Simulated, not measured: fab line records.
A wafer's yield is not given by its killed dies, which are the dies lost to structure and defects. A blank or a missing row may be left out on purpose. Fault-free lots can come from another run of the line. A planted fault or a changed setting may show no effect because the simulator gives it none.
One fault seen from 2 desks / flow sky130 / what lay behind the numbers comes last; until then each desk has only its own

THE TOOL OWNER'S DESK: pecvd-03
The tool's own readings at SKY_CAP2M_CVD_00 (deposits SiO2, target thk 15.5 nm): means of the sampled wafers that have a number, for each lot that ran on this tool. A lot is out of limits, marked OUT, if its mean lies more than 4 standard deviations from the usual mean; the brackets give that distance.
Columns: A = heater-power-w at SKY_CAP2M_CVD_00, usual 757 W
lot=L252; first seen here=day 40 10:22; A=838
lot=L254; first seen here=day 41 02:14; A=828
lot=L256; first seen here=day 41 14:16; A=944
lot=L268; first seen here=day 44 22:11; A=881
lot=L269; first seen here=day 45 04:10; A=859
lot=L272; first seen here=day 45 22:41; A=823
This desk's finding: nothing out of limits on any of the 6 lots.

AT THE METROLOGY DESK
What the gauges read for every lot (on any tool): the sampled wafers with a number, averaged. A lot is out of limits, marked OUT, if its mean lies more than 4 standard deviations from the usual mean; the brackets give that distance.
Columns: A = CAPM_OVL at SKY_CAPM_OVL_MEAS_12, usual 0.4 nm; B = CAP2M_CVD_00_THK at SKY_CAP2M_THK_MEAS_01, usual 15.56 nm
lot=L252; first seen here=day 38 04:38; A=-1.5; B=15.47
lot=L254; first seen here=day 38 21:43; A=-0.2; B=15.54
lot=L255; first seen here=day 39 04:06; A=1.1; B=15.64
lot=L256; first seen here=day 39 09:03; A=-0.6; B=15.40
lot=L257; first seen here=day 39 16:33; A=-0.3; B=15.54
lot=L258; first seen here=day 40 05:37; A=-0.1; B=15.80
lot=L261; first seen here=day 40 23:02; A=-0.7; B=15.59
lot=L263; first seen here=day 41 10:43; A=-1.3; B=15.48
lot=L268; first seen here=day 42 20:37; A=-0.4; B=15.60
lot=L269; first seen here=day 43 03:13; A=0.7; B=5.60 (-50) OUT
lot=L272; first seen here=day 44 00:11; A=-0.7; B=5.57 (-50) OUT
lot=L274; first seen here=day 44 17:46; A=2.2; B=15.50
This desk reports L269, L272 out of limits; the earliest was L269 at day 45 04:11 (CAP2M_CVD_00_THK at SKY_CAP2M_THK_MEAS_01). L252, L254, L255, L256, L257, L258, L261, L263, L268, L274 stayed within limits.

TAKEN TOGETHER
An alarm was possible from the metrology desk at day 45 04:11, on L269, L272.
The tool owner's desk saw nothing out of limits.
The tool owner's desk has L269, L272 on record, within its limits.
All the named lots went through SKY_CAP2M_CVD_00 on pecvd-03.

WHAT HAD BEEN PUT IN BY THE SIMULATOR
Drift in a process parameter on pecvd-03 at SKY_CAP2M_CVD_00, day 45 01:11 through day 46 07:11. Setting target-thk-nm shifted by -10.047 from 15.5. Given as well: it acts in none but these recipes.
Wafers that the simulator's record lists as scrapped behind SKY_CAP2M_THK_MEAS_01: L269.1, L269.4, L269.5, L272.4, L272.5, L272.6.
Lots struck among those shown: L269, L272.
Per desk, hours elapsed from the start of the fault to the first reading out of limits: for the metrology desk, 3.
